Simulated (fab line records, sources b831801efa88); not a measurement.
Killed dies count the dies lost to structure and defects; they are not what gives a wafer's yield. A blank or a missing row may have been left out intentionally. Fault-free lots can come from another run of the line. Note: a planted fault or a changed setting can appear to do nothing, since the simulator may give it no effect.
Chamber matching | flow sky130 | SKY_FIELD_ISO_ETCH_14 on rie-diel-03: 4 sister chambers
The step etches BARC in N2/H2, stops on SiO2, time 45.9 s, target depth 60 nm. 8 wafers are shown with their chamber, then 7 later ones without.

## WAFERS, EACH WITH ITS CHAMBER
wafer  | chamber | drypump-motor-current-A (A) | oes-product-au (a.u.)
L280.3 | 1       | 5.4                         | 0.857
L280.6 | 1       | 5.4                         | 0.856
L281.5 | 0       | 4.9                         | 0.855
L282.6 | 3       | 4.9                         | 0.856
L284.4 | 3       | 4.8                         | 0.852
L284.6 | 2       | 6.7                         | 0.849
L285.1 | 2       | 6.8                         | 0.856
L285.3 | 0       | 4.9                         | 0.869

## WAFERS WITH NO CHAMBER GIVEN
wafer  | drypump-motor-current-A (A) | oes-product-au (a.u.)
L285.4 | 4.9                         | 0.857
L290.3 | 6.8                         | 0.854
L290.4 | 4.9                         | 0.853
L290.5 | 4.9                         | 0.855
L297.1 | 6.7                         | 0.854
L297.5 | 5.4                         | 0.851
L297.6 | 6.8                         | 0.844

## WHICH CHAMBER EACH WENT THROUGH
wafer  | from the rows above     | in truth
L285.4 | can't be placed: 0 or 3 | 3
L290.3 | 2                       | 2
L290.4 | can't be placed: 3 or 0 | 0
L290.5 | can't be placed: 3 or 0 | 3
L297.1 | 2                       | 2
L297.5 | 1                       | 1
L297.6 | 2                       | 2
Placed correctly: 4 of 7. Cannot be placed on the basis of these rows: 3; the candidates contain the true chamber in 3. Placed wrongly: 0.
How it was worked out, from the rows above alone: a wafer's distance from a chamber is the root of the sum, over the readings, of the square of ((its reading less the chamber's mean) divided by the reading's scatter). If the next closest chamber is less than 2 further off than the closest, the wafer can't be placed; otherwise it belongs to the closest. For every chamber, the mean is computed from those of its wafers that are shown. The scatter: the root of (the sum of the squares of (reading less its chamber's mean) over the shown wafers, divided by (wafers less chambers)).
